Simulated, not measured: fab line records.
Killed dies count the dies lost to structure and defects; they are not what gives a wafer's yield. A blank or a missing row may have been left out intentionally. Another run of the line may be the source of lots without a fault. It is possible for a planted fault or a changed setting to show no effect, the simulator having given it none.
The tool behind it: which one? / flow gf180mcu / at 1 step of a route of 602, 7 lots with 21 wafers sampled

## WHAT EACH GAUGE READ, for each wafer
GF_POLY_GATE_OVL_MEAS_11.
lot=L524; measured=day 9 21:41; on=overlay-01; POLY_GATE_OVL (nm)=-1 1 2
lot=L527; measured=day 10 17:05; on=overlay-01; POLY_GATE_OVL (nm)=11 4 5
lot=L529; measured=day 11 03:12; on=overlay-02; POLY_GATE_OVL (nm)=-9 -9 -7
lot=L532; measured=day 12 06:29; on=overlay-02; POLY_GATE_OVL (nm)=-4 3 3
lot=L535; measured=day 13 04:05; on=overlay-02; POLY_GATE_OVL (nm)=0 1 -5
lot=L538; measured=day 14 01:44; on=overlay-02; POLY_GATE_OVL (nm)=-3 1 -1
lot=L542; measured=day 15 06:45; on=overlay-02; POLY_GATE_OVL (nm)=-3 -4 -10

## TOOL THAT RAN EACH LOT (tool first, then ch and the chambers of the sampled wafers, then the start)
The record holds no process step before these readings.

## THE ANSWER, worked out from the rows above alone
Rule: usual is defined by the lots themselves. Put in order of their means at a reading, lots are off if they are a third of the lots or fewer, leave a main group of 4 or more, and stand apart from it by a gap of 3 or more times the standard deviation of the main group's means; of several such gaps the widest counts. If all means in a main group match to the digits the tables above print for the reading, that group is not used. A lot without any number at a reading at which 4 lots or more have one is off too. Where the step has rows for the other lots, those lots are counted as sound.
No lot is off on any of the readings shown, so nothing can be concluded from this.

## WHAT THE SIMULATOR PUT IN
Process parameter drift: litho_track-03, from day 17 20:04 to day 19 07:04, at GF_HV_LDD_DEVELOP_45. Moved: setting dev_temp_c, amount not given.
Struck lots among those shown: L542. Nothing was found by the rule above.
